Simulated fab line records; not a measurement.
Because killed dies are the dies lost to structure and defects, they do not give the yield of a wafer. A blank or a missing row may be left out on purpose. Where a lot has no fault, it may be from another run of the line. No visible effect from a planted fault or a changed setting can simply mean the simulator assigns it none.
fab line records -- flow gf180mcu -- part 1 of 2: steps 1 to 30 of 42
record lots=5, wafers=15, lastDay=33
route steps=602 shown VT_IMPLANT@121 MVSD@136 NWELL@137 LVPWELL@138 MVPSD@139 DUAL_GATE@141 POLY_GATE@157
lots with no fault: from the same line, run without faults
startH: the number of hours between the record's first day and the start of the first shown wafer of the lot -- waitH: hours from the lot's prior step to this one -- " as in the row above -- L1.1+2: several wafers, shown together as one row -- - either no value or no given start -- * or withheld: withheld -- < > ~ a bound
route shown NAME@n: names a module that has steps shown in the file, with the first one's number in the route -- usual: average and standard deviation across the fault-free wafers -- same: alike in all rows -- chamber/n: place in a boat -- sites: per-site readings -- _std_site: how widely they spread, as a standard deviation -- _edge_site: the outer-site mean with the inner-site mean subtracted -- radiusMm: for every site, how far away it sits from the centre of the wafer -- mask NAME#n: copy n -- behind: the last tool/chamber to shape the wafer -- hold: what put the lot on hold/how long, in hours/how the hold closed -- device: the transistor (n, p or np) that didn't switch -- end of line: the same wafers' tests at the end of the route -- where a step has no rows: the recipe by itself -- killed: at the first sort, the dies lost to defects and structure; wafer yield is something else -- map: shows each die of a wafer: x if killed, . if not, _ if none is there
set.NAME: setting as actually run; set.NAME@STEP: the setting as run at that earlier step -- model.NAME: the simulator's own value behind a step, which no gauge read
a table for each step, a row for each wafer; lots at some steps of the route
services: when a tool's chamber went out of use (startH, in hours from the record's first day, below 0 if earlier), for how many hours, and the reason
## steps
# step GF_VT_IMPLANT_STRIP_31
# recipe chemistry=O2/N2, powerW=1400, pressureMtorr=1500, platenTempC=250, o2FlowSccm=3000, n2FlowSccm=300, overashFraction=0.5
# usual drypumpMotorCurrentA=5.6/0.47, heaterPowerW=344/27, oesProductAu=0.716/0.0046, stripTimeToEndpointS=12.641/0.028
lot.wafer,tool,chamber,startH,waitH,drypumpMotorCurrentA,heaterPowerW,oesProductAu,rfHoursCounterH,stripTimeToEndpointS
L076.2,plasmaAsher-03,0,153.03,0.1,5.5,326,0.717,4,12.600
L076.3,plasmaAsher-03,0,153.03,0.1,5.4,326,0.717,-,12.632
L076.5,plasmaAsher-03,1,153.03,0.1,6.1,374,0.727,-,12.642
L084.1,plasmaAsher-01,1,206.68,0.1,4.7,384,0.722,44,12.592
L084.3,plasmaAsher-01,0,206.68,0.1,5.9,381,0.715,-,12.622
L084.5,plasmaAsher-01,0,206.68,0.1,5.9,375,0.715,-,12.610
L085.1,plasmaAsher-04,1,214.16,0.1,6.1,307,0.713,56,12.665
L085.3,plasmaAsher-04,1,214.16,0.1,6.1,309,0.718,-,12.645
L085.5,plasmaAsher-04,1,214.16,0.1,6.1,306,0.719,-,12.635
L093.1,plasmaAsher-03,1,265.06,0.1,6.0,374,0.721,16,12.624
L093.3,plasmaAsher-03,1,265.06,0.1,6.1,363,0.714,-,12.692
L093.6,plasmaAsher-03,1,265.06,0.1,6.1,362,0.705,-,12.679
L094.3,plasmaAsher-04,1,270.64,0.1,6.0,306,0.718,-,12.687
L094.4,plasmaAsher-04,0,270.64,0.1,5.2,346,0.720,-,12.646
L094.5,plasmaAsher-04,1,270.64,0.1,6.0,306,0.717,-,12.648
# step GF_VT_IMPLANT_TW_MEAS_32
# usual VT_IMPLANT_3_TW=270/3.1
lot.wafer,tool,chamber,startH,waitH,VT_IMPLANT_3_TW
L076.2,filmMetro-02,-,153.14,0.1,269
L076.3,filmMetro-02,-,153.14,0.1,269
L076.5,filmMetro-02,-,153.14,0.1,270
L084.1,filmMetro-02,-,206.78,0.1,268
L084.3,filmMetro-02,-,206.78,0.1,267
L084.5,filmMetro-02,-,206.78,0.1,269
L085.1,filmMetro-02,-,214.26,0.1,266
L085.3,filmMetro-02,-,214.26,0.1,266
L085.5,filmMetro-02,-,214.26,0.1,269
L093.1,filmMetro-01,-,265.16,0.1,275
L093.3,filmMetro-01,-,265.16,0.1,276
L093.6,filmMetro-01,-,265.16,0.1,274
L094.3,filmMetro-02,-,270.73,0.1,270
L094.4,filmMetro-02,-,270.73,0.1,267
L094.5,filmMetro-02,-,270.73,0.1,268
# step GF_VT_IMPLANT_DEHYDRATE_33
# recipe tempC=200, timeS=60
lot.wafer,tool,chamber,startH,waitH
L076.2+3+5,lithoTrack-02,0,160.77,7.6
L084.1+3+5,lithoTrack-01,0,214.63,7.8
L085.1+3+5,lithoTrack-04,0,222.63,8.4
L093.1+3+6,lithoTrack-02,0,273.79,8.6
L094.3+4+5,lithoTrack-02,0,279.54,8.8
# step GF_VT_IMPLANT_HMDS_34
# recipe primeTimeS=60, primeTempC=120
lot.wafer,tool,chamber,startH,waitH
L076.2+3+5,lithoTrack-02,0,160.92,0.1
L084.1+3+5,lithoTrack-01,0,214.78,0.1
L085.1+3+5,lithoTrack-04,0,222.78,0.1
L093.1+3+6,lithoTrack-02,0,273.94,0.1
L094.3+4+5,lithoTrack-02,0,279.69,0.1
# step GF_VT_IMPLANT_COAT_35
# recipe resist=NOVOLAK, spinRpm=3000, resistThkNm=1000
lot.wafer,tool,chamber,startH,waitH
L076.2+3+5,lithoTrack-02,0,161.07,0.1
L084.1+3+5,lithoTrack-01,0,214.93,0.1
L085.1+3+5,lithoTrack-04,0,222.93,0.1
L093.1+3+6,lithoTrack-02,0,274.09,0.1
L094.3+4+5,lithoTrack-02,0,279.84,0.1
# step GF_VT_IMPLANT_SOFTBAKE_36
# recipe tempC=90, timeS=60, resist=NOVOLAK
lot.wafer,tool,chamber,startH,waitH
L076.2+3+5,lithoTrack-02,0,161.22,0.1
L084.1+3+5,lithoTrack-01,0,215.08,0.1
L085.1+3+5,lithoTrack-04,0,223.08,0.1
L093.1+3+6,lithoTrack-02,0,274.24,0.1
L094.3+4+5,lithoTrack-02,0,279.99,0.1
# step GF_VT_IMPLANT_EXPOSE_37
# recipe maskId=Nwell_HV_AREA, targetCdNm=860, na=0.6, sourceShape=conventional, sigmaOuter=0.6, doseMj=140
# usual exposureDoseMJCm2=139.99/0.14
lot.wafer,tool,chamber,startH,waitH,mask,exposureDoseMJCm2
L076.2,ilineStepper-02,0,-,-,Nwell_HV_AREA#0,140.01
L076.3,ilineStepper-02,0,-,-,Nwell_HV_AREA#0,140.05
L076.5,ilineStepper-02,0,-,-,Nwell_HV_AREA#0,140.18
L084.1,ilineStepper-02,0,-,-,Nwell_HV_AREA#0,140.12
L084.3,ilineStepper-02,0,-,-,Nwell_HV_AREA#0,140.08
L084.5,ilineStepper-02,0,-,-,Nwell_HV_AREA#0,140.03
L085.1,ilineStepper-02,0,-,-,Nwell_HV_AREA#0,139.88
L085.3,ilineStepper-02,0,-,-,Nwell_HV_AREA#0,139.78
L085.5,ilineStepper-02,0,-,-,Nwell_HV_AREA#0,140.00
L093.1,ilineStepper-02,0,-,-,Nwell_HV_AREA#0,139.95
L093.3,ilineStepper-02,0,-,-,Nwell_HV_AREA#0,140.23
L093.6,ilineStepper-02,0,-,-,Nwell_HV_AREA#0,140.11
L094.3,ilineStepper-01,0,-,-,Nwell_HV_AREA#0,140.06
L094.4,ilineStepper-01,0,-,-,Nwell_HV_AREA#0,140.08
L094.5,ilineStepper-01,0,-,-,Nwell_HV_AREA#0,140.01
# step GF_VT_IMPLANT_PEB_38
# recipe tempC=withheld, timeS=*, resist=NOVOLAK
lot.wafer,tool,chamber,startH,waitH
L076.2+3+5,lithoTrack-01,0,-,-
L084.1+3+5,lithoTrack-01,0,-,-
L085.1+3+5,lithoTrack-02,0,-,-
L093.1+3+6,lithoTrack-04,0,-,-
L094.3+4+5,lithoTrack-01,0,-,-
# step GF_VT_IMPLANT_DEVELOP_39
# recipe developTimeS=60, devTempC=23
# usual developerTempC=22.99/0.12
lot.wafer,tool,chamber,startH,waitH,developerTempC
L076.2,lithoTrack-01,0,169.20,0.1,23.05
L076.3,lithoTrack-01,0,169.20,0.1,23.13
L076.5,lithoTrack-01,0,169.20,0.1,22.99
L084.1,lithoTrack-01,0,223.83,0.1,23.05
L084.3,lithoTrack-01,0,223.83,0.1,22.99
L084.5,lithoTrack-01,0,223.83,0.1,23.11
L085.1,lithoTrack-02,0,231.64,0.1,23.32
L085.3,lithoTrack-02,0,231.64,0.1,23.30
L085.5,lithoTrack-02,0,231.64,0.1,22.93
L093.1,lithoTrack-04,0,283.73,0.1,23.02
L093.3,lithoTrack-04,0,283.73,0.1,23.02
L093.6,lithoTrack-04,0,283.73,0.1,22.98
L094.3,lithoTrack-01,0,289.57,0.1,22.97
L094.4,lithoTrack-01,0,289.57,0.1,22.94
L094.5,lithoTrack-01,0,289.57,0.1,23.01
# step GF_VT_IMPLANT_OVL_MEAS_40
# usual VT_IMPLANT_03_OVL=1.0/1.2
lot.wafer,tool,chamber,startH,waitH,VT_IMPLANT_03_OVL[nm]
L076.2,overlay-01,-,169.33,0.1,1.5
L076.3,overlay-01,-,169.33,0.1,1.4
L076.5,overlay-01,-,169.33,0.1,-1.7
L084.1,overlay-01,-,223.98,0.1,1.8
L084.3,overlay-01,-,223.98,0.1,1.0
L084.5,overlay-01,-,223.98,0.1,0.9
L085.1,overlay-02,-,231.79,0.1,2.0
L085.3,overlay-02,-,231.79,0.1,3.1
L085.5,overlay-02,-,231.79,0.1,1.8
L093.1,overlay-01,-,283.88,0.1,-0.1
L093.3,overlay-01,-,283.88,0.1,3.0
L093.6,overlay-01,-,283.88,0.1,1.6
L094.3,overlay-02,-,289.69,0.1,0.1
L094.4,overlay-02,-,289.69,0.1,0.3
L094.5,overlay-02,-,289.69,0.1,-0.4
# step GF_VT_IMPLANT_IMPLANT_41
# recipe species=As, energyKev=70, doseCm2=1.013e+12, tiltDeg=7
# usual beamEnergyKeV=70.007/0.022, beamOnS=9.99/0.2
lot.wafer,tool,chamber,startH,waitH,beamEnergyKeV,beamOnS
L076.2,implanter-01,0,169.39,0.0,69.996,9.93
L076.3,implanter-01,0,169.39,0.0,69.988,10.14
L076.5,implanter-01,0,169.39,0.0,70.013,10.06
L084.1,implanter-03,0,224.01,0.0,70.026,10.04
L084.3,implanter-03,0,224.01,0.0,70.016,10.11
L084.5,implanter-03,0,224.01,0.0,70.004,10.07
L085.1,implanter-03,0,231.83,0.0,70.043,9.47
L085.3,implanter-03,0,231.83,0.0,70.003,9.87
L085.5,implanter-03,0,231.83,0.0,70.046,9.83
L093.1,implanter-03,0,283.91,0.0,69.999,9.75
L093.3,implanter-03,0,283.91,0.0,69.976,10.46
L093.6,implanter-03,0,283.91,0.0,70.005,9.98
L094.3,implanter-03,0,289.76,0.1,69.976,10.27
L094.4,implanter-03,0,289.76,0.1,69.992,9.78
L094.5,implanter-03,0,289.76,0.1,70.009,10.24
# step GF_VT_IMPLANT_STRIP_42
# recipe chemistry=O2/N2, powerW=1400, pressureMtorr=1500, platenTempC=250, o2FlowSccm=3000, n2FlowSccm=300, overashFraction=0.5
# usual drypumpMotorCurrentA=5.5/0.51, heaterPowerW=350/27, oesProductAu=0.715/0.0042, stripTimeToEndpointS=12.65/0.038
lot.wafer,tool,chamber,startH,waitH,drypumpMotorCurrentA,heaterPowerW,oesProductAu,rfHoursCounterH,stripTimeToEndpointS
L076.2,plasmaAsher-01,0,169.51,0.1,5.9,371,0.713,40,12.60
L076.3,plasmaAsher-01,1,169.51,0.1,4.8,372,0.714,-,12.60
L076.5,plasmaAsher-01,0,169.51,0.1,5.9,379,0.730,-,12.65
L084.1,plasmaAsher-01,0,224.16,0.1,5.9,382,0.717,45,12.66
L084.3,plasmaAsher-01,1,224.16,0.1,4.8,384,0.713,-,12.68
L084.5,plasmaAsher-01,1,224.16,0.1,4.8,375,0.707,-,12.68
L085.1,plasmaAsher-04,1,231.98,0.1,6.1,310,0.708,58,12.65
L085.3,plasmaAsher-04,1,231.98,0.1,6.1,318,0.718,-,12.65
L085.5,plasmaAsher-04,1,231.98,0.1,6.1,313,0.715,-,12.63
L093.1,plasmaAsher-03,1,284.06,0.1,6.1,363,0.712,18,12.74
L093.3,plasmaAsher-03,0,284.06,0.1,5.4,313,0.707,-,12.72
L093.6,plasmaAsher-03,1,284.06,0.1,6.1,366,0.710,-,12.74
L094.3,plasmaAsher-04,0,289.89,0.1,5.2,344,0.711,-,12.66
L094.4,plasmaAsher-04,1,289.89,0.1,6.1,314,0.714,-,12.69
L094.5,plasmaAsher-04,0,289.89,0.1,5.2,347,0.720,-,12.72
# step GF_VT_IMPLANT_TW_MEAS_43
# usual VT_IMPLANT_4_TW=694/7.9
lot.wafer,tool,chamber,startH,waitH,VT_IMPLANT_4_TW
L076.2,filmMetro-01,-,169.62,0.1,704
L076.3,filmMetro-01,-,169.62,0.1,703
L076.5,filmMetro-01,-,169.62,0.1,704
L084.1,filmMetro-01,-,224.26,0.1,703
L084.3,filmMetro-01,-,224.26,0.1,705
L084.5,filmMetro-01,-,224.26,0.1,705
L085.1,filmMetro-04,-,232.08,0.1,683
L085.3,filmMetro-04,-,232.08,0.1,687
L085.5,filmMetro-04,-,232.08,0.1,689
L093.1,filmMetro-02,-,284.16,0.1,692
L093.3,filmMetro-02,-,284.16,0.1,688
L093.6,filmMetro-02,-,284.16,0.1,690
L094.3,filmMetro-01,-,289.98,0.1,702
L094.4,filmMetro-01,-,289.98,0.1,705
L094.5,filmMetro-01,-,289.98,0.1,702
# step GF_VT_IMPLANT_CLEAN_44
# recipe chemistry=SC1/SC2, mix=1:4:20, tempC=70, timeS=150, dry=n2Spin
lot.wafer,tool,chamber,startH,waitH
L076.2+3+5,wetBench-03,3,169.67,0.0
L084.1+3+5,wetBench-03,2,224.32,0.1
L085.1+3+5,wetBench-03,3,232.14,0.1
L093.1+3+6,wetBench-02,3,284.22,0.1
L094.3+4+5,wetBench-02,2,290.02,0.0
# step GF_VT_IMPLANT_RTA_45
# recipe tempC=1050, timeS=30, ambient=N2
# usual annealTempCMax=1054.5/1.5, lampPowerPct=33.3/2.2, wafer_temp_C_max=1056.0/1.8
lot.wafer,tool,chamber,startH,waitH,annealTempCMax,lampPowerPct,wafer_temp_C_max
L076.2,rtpAnneal-02,0,169.74,0.0,1056.7,30.8,1054.7
L076.3,rtpAnneal-02,0,169.74,0.0,1055.5,30.9,1053.4
L076.5,rtpAnneal-02,0,169.74,0.0,1057.8,30.9,1054.1
L084.1,rtpAnneal-01,0,224.38,0.0,1052.1,35.3,1057.3
L084.3,rtpAnneal-01,0,224.38,0.0,1053.0,35.3,1057.1
L084.5,rtpAnneal-01,0,224.38,0.0,1052.1,35.3,1057.4
L085.1,rtpAnneal-01,0,232.25,0.0,1054.4,35.2,1056.1
L085.3,rtpAnneal-01,0,232.25,0.0,1051.6,35.3,1057.7
L085.5,rtpAnneal-01,0,232.25,0.0,1053.5,35.3,1059.4
L093.1,rtpAnneal-01,0,284.28,0.0,1052.6,35.3,1056.0
L093.3,rtpAnneal-01,0,284.28,0.0,1053.6,35.3,1057.5
L093.6,rtpAnneal-01,0,284.28,0.0,1053.1,35.2,1056.2
L094.3,rtpAnneal-02,0,290.15,0.1,1055.5,30.9,1054.6
L094.4,rtpAnneal-02,0,290.15,0.1,1055.4,30.9,1054.9
L094.5,rtpAnneal-02,0,290.15,0.1,1057.6,30.8,1055.2
# step GF_VT_IMPLANT_RS_MEAS_46
# recipe thkMeasGauge=four-point-probe
# usual MVSD_RS=456.7/1.2
lot.wafer,tool,chamber,startH,waitH,MVSD_RS[ohm/sq]
L076.2,filmMetro-01,-,169.84,0.1,458.3
L076.3,filmMetro-01,-,169.84,0.1,456.5
L076.5,filmMetro-01,-,169.84,0.1,457.3
L084.1,filmMetro-04,-,224.48,0.1,455.8
L084.3,filmMetro-04,-,224.48,0.1,455.7
L084.5,filmMetro-04,-,224.48,0.1,453.6
L085.1,filmMetro-01,-,232.35,0.1,457.7
L085.3,filmMetro-01,-,232.35,0.1,456.7
L085.5,filmMetro-01,-,232.35,0.1,456.7
L093.1,filmMetro-03,-,284.38,0.1,457.8
L093.3,filmMetro-03,-,284.38,0.1,457.6
L093.6,filmMetro-03,-,284.38,0.1,458.7
L094.3,filmMetro-04,-,290.32,0.1,454.8
L094.4,filmMetro-04,-,290.32,0.1,456.0
L094.5,filmMetro-04,-,290.32,0.1,456.2
# step GF_VT_IMPLANT_RS_MEAS_47
# recipe thkMeasGauge=four-point-probe
# usual NWELL_RS=488.2/1.2
lot.wafer,tool,chamber,startH,waitH,NWELL_RS[ohm/sq]
L076.2,filmMetro-01,-,169.96,0.1,488.6
L076.3,filmMetro-01,-,169.96,0.1,488.6
L076.5,filmMetro-01,-,169.96,0.1,489.0
L084.1,filmMetro-04,-,224.60,0.1,488.3
L084.3,filmMetro-04,-,224.60,0.1,489.5
L084.5,filmMetro-04,-,224.60,0.1,489.4
L085.1,filmMetro-01,-,232.47,0.1,488.9
L085.3,filmMetro-01,-,232.47,0.1,487.8
L085.5,filmMetro-01,-,232.47,0.1,488.6
L093.1,filmMetro-03,-,284.50,0.1,487.2
L093.3,filmMetro-03,-,284.50,0.1,486.4
L093.6,filmMetro-03,-,284.50,0.1,487.1
L094.3,filmMetro-04,-,290.44,0.1,486.1
L094.4,filmMetro-04,-,290.44,0.1,486.7
L094.5,filmMetro-04,-,290.44,0.1,485.1
# step GF_VT_IMPLANT_RS_MEAS_48
# recipe thkMeasGauge=four-point-probe
# usual LVPWELL_RS=1197.0/2.8
lot.wafer,tool,chamber,startH,waitH,LVPWELL_RS[ohm/sq]
L076.2,filmMetro-01,-,170.08,0.1,1201.7
L076.3,filmMetro-01,-,170.08,0.1,1200.1
L076.5,filmMetro-01,-,170.08,0.1,1201.0
L084.1,filmMetro-04,-,224.72,0.1,1198.8
L084.3,filmMetro-04,-,224.72,0.1,1195.1
L084.5,filmMetro-04,-,224.72,0.1,1195.8
L085.1,filmMetro-01,-,232.59,0.1,1199.5
L085.3,filmMetro-01,-,232.59,0.1,1199.7
L085.5,filmMetro-01,-,232.59,0.1,1199.1
L093.1,filmMetro-03,-,284.62,0.1,1195.5
L093.3,filmMetro-03,-,284.62,0.1,1194.0
L093.6,filmMetro-03,-,284.62,0.1,1192.3
L094.3,filmMetro-04,-,290.56,0.1,1196.7
L094.4,filmMetro-04,-,290.56,0.1,1196.3
L094.5,filmMetro-04,-,290.56,0.1,1192.7
# step GF_VT_IMPLANT_RS_MEAS_49
# recipe thkMeasGauge=four-point-probe
# usual MVPSD_RS=1169.1/2.7
lot.wafer,tool,chamber,startH,waitH,MVPSD_RS[ohm/sq]
L076.2,filmMetro-01,-,170.20,0.1,1174.0
L076.3,filmMetro-01,-,170.20,0.1,1171.8
L076.5,filmMetro-01,-,170.20,0.1,1170.4
L084.1,filmMetro-04,-,224.84,0.1,1170.0
L084.3,filmMetro-04,-,224.84,0.1,1168.1
L084.5,filmMetro-04,-,224.84,0.1,1170.9
L085.1,filmMetro-01,-,232.71,0.1,1174.8
L085.3,filmMetro-01,-,232.71,0.1,1170.9
L085.5,filmMetro-01,-,232.71,0.1,1166.9
L093.1,filmMetro-03,-,284.74,0.1,1167.7
L093.3,filmMetro-03,-,284.74,0.1,1168.5
L093.6,filmMetro-03,-,284.74,0.1,1169.7
L094.3,filmMetro-04,-,290.68,0.1,1172.6
L094.4,filmMetro-04,-,290.68,0.1,1170.1
L094.5,filmMetro-04,-,290.68,0.1,1173.7
# step GF_VT_IMPLANT_WET_ETCH_50
# recipe chemistry=dHF, targetDepthNm=20, target=SiO2, tempC=25, dilution=100:1, timeS=400
lot.wafer,tool,chamber,startH,waitH
L076.2+3+5,wetBench-02,0,170.30,0.1
L084.1+3+5,wetBench-01,3,224.96,0.1
L085.1+3+5,wetBench-02,0,232.83,0.1
L093.1+3+6,wetBench-03,0,284.86,0.1
L094.3+4+5,wetBench-01,3,290.79,0.1
# step GF_DUAL_GATE_CLEAN_00
# recipe chemistry=SC1/SC2, mix=1:4:20, tempC=70, timeS=150
lot.wafer,tool,chamber,startH,waitH
L076.2+3+5,wetBench-03,0,170.42,0.0
L084.1+3+5,wetBench-03,0,225.08,0.0
L085.1+3+5,wetBench-01,0,232.95,0.0
L093.1+3+6,wetBench-02,3,284.98,0.0
L094.3+4+5,wetBench-01,1,290.91,0.0
# step GF_DUAL_GATE_CLEAN_01
# recipe chemistry=dHF, timeS=20, dilution=100:1, dry=ipaMarangoni
lot.wafer,tool,chamber,startH,waitH
L076.2+3+5,wetBench-03,1,170.47,0.0
L084.1+3+5,wetBench-02,1,225.13,0.0
L085.1+3+5,wetBench-02,2,233.00,0.0
L093.1+3+6,wetBench-01,2,285.03,0.0
L094.3+4+5,wetBench-01,1,290.96,0.0
# step GF_DUAL_GATE_OXIDATION_02
# recipe tempC=900, ambient=O2, stabiliseS=600, purgeS=300, targetThkA=108.87, oxTimeS=1602
# usual zonePowerUpperPct=18.0/0.96
lot.wafer,tool,chamber,startH,waitH,zonePowerUpperPct
L076.2,furnace-02,0,171.33,0.8,18.8
L076.3,furnace-02,0,171.33,0.8,19.0
L076.5,furnace-02,0,171.33,0.8,19.0
L084.1,furnace-01,0,228.33,3.2,17.0
L084.3,furnace-01,0,228.33,3.2,17.0
L084.5,furnace-01,0,228.33,3.2,17.1
L085.1,furnace-01,0,236.23,3.2,16.9
L085.3,furnace-01,0,236.23,3.2,17.0
L085.5,furnace-01,0,236.23,3.2,17.0
L093.1,furnace-02,0,285.11,0.1,19.0
L093.3,furnace-02,0,285.11,0.1,18.9
L093.6,furnace-02,0,285.11,0.1,19.2
L094.3,furnace-01,0,291.51,0.5,17.1
L094.4,furnace-01,0,291.51,0.5,16.7
L094.5,furnace-01,0,291.51,0.5,17.0
# step GF_DUAL_GATE_THK_MEAS_03
# recipe reads=SiO2_of_DUAL_GATE_OXIDATION_02
# usual DUAL_GATE_OXIDATION_00_THK=11.05/0.19
lot.wafer,tool,chamber,startH,waitH,DUAL_GATE_OXIDATION_00_THK[nm]
L076.2,filmMetro-04,-,172.78,0.0,11.07
L076.3,filmMetro-04,-,172.78,0.0,10.87
L076.5,filmMetro-04,-,172.78,0.0,11.24
L084.1,filmMetro-03,-,229.77,0.0,11.18
L084.3,filmMetro-03,-,229.77,0.0,11.14
L084.5,filmMetro-03,-,229.77,0.0,11.13
L085.1,filmMetro-04,-,237.67,0.0,10.89
L085.3,filmMetro-04,-,237.67,0.0,10.96
L085.5,filmMetro-04,-,237.67,0.0,10.96
L093.1,filmMetro-03,-,286.56,0.0,11.08
L093.3,filmMetro-03,-,286.56,0.0,10.97
L093.6,filmMetro-03,-,286.56,0.0,10.90
L094.3,filmMetro-02,-,292.98,0.0,10.98
L094.4,filmMetro-02,-,292.98,0.0,11.20
L094.5,filmMetro-02,-,292.98,0.0,11.20
# step GF_DUAL_GATE_DEHYDRATE_04
# recipe tempC=200, timeS=60
lot.wafer,tool,chamber,startH,waitH
L076.2+3+5,lithoTrack-03,0,180.19,7.4
L084.1+3+5,lithoTrack-04,0,238.38,8.6
L085.1+3+5,lithoTrack-02,0,246.14,8.5
L093.1+3+6,lithoTrack-03,0,296.07,9.5
L094.3+4+5,lithoTrack-03,0,301.97,9.0
# step GF_DUAL_GATE_HMDS_05
# recipe primeTimeS=60, primeTempC=120
lot.wafer,tool,chamber,startH,waitH
L076.2+3+5,lithoTrack-03,0,180.34,0.1
L084.1+3+5,lithoTrack-04,0,238.53,0.1
L085.1+3+5,lithoTrack-02,0,246.29,0.1
L093.1+3+6,lithoTrack-03,0,296.22,0.1
L094.3+4+5,lithoTrack-03,0,302.12,0.1
# step GF_DUAL_GATE_COAT_06
# recipe resist=NOVOLAK, spinRpm=3000, resistThkNm=1000
lot.wafer,tool,chamber,startH,waitH
L076.2+3+5,lithoTrack-03,0,180.49,0.1
L084.1+3+5,lithoTrack-04,0,238.68,0.1
L085.1+3+5,lithoTrack-02,0,246.44,0.1
L093.1+3+6,lithoTrack-03,0,296.37,0.1
L094.3+4+5,lithoTrack-03,0,302.27,0.1
# step GF_DUAL_GATE_SOFTBAKE_07
# recipe tempC=90, timeS=60, resist=NOVOLAK
lot.wafer,tool,chamber,startH,waitH
L076.2+3+5,lithoTrack-03,0,180.64,0.1
L084.1+3+5,lithoTrack-04,0,238.83,0.1
L085.1+3+5,lithoTrack-02,0,246.59,0.1
L093.1+3+6,lithoTrack-03,0,296.52,0.1
L094.3+4+5,lithoTrack-03,0,302.42,0.1
# step GF_DUAL_GATE_EXPOSE_08
# recipe maskId=Dualgate, targetCdNm=700, na=0.6, sourceShape=conventional, sigmaOuter=0.6, doseMj=140
# usual exposureDoseMJCm2=140.00/0.13
lot.wafer,tool,chamber,startH,waitH,mask,exposureDoseMJCm2
L076.2,ilineStepper-02,0,-,-,Dualgate#0,139.98
L076.3,ilineStepper-02,0,-,-,Dualgate#0,139.97
L076.5,ilineStepper-02,0,-,-,Dualgate#0,140.00
L084.1,ilineStepper-01,0,-,-,Dualgate#0,139.99
L084.3,ilineStepper-01,0,-,-,Dualgate#0,140.05
L084.5,ilineStepper-01,0,-,-,Dualgate#0,140.01
L085.1,ilineStepper-02,0,-,-,Dualgate#0,139.82
L085.3,ilineStepper-02,0,-,-,Dualgate#0,139.64
L085.5,ilineStepper-02,0,-,-,Dualgate#0,139.97
L093.1,ilineStepper-02,0,-,-,Dualgate#0,140.17
L093.3,ilineStepper-02,0,-,-,Dualgate#0,139.86
L093.6,ilineStepper-02,0,-,-,Dualgate#0,140.06
L094.3,ilineStepper-01,0,-,-,Dualgate#0,139.93
L094.4,ilineStepper-01,0,-,-,Dualgate#0,139.93
L094.5,ilineStepper-01,0,-,-,Dualgate#0,139.76
# step GF_DUAL_GATE_PEB_09
# recipe tempC=withheld, timeS=*, resist=NOVOLAK
lot.wafer,tool,chamber,startH,waitH
L076.2+3+5,lithoTrack-02,0,-,-
L084.1+3+5,lithoTrack-04,0,-,-
L085.1+3+5,lithoTrack-03,0,-,-
L093.1+3+6,lithoTrack-02,0,-,-
L094.3+4+5,lithoTrack-04,0,-,-
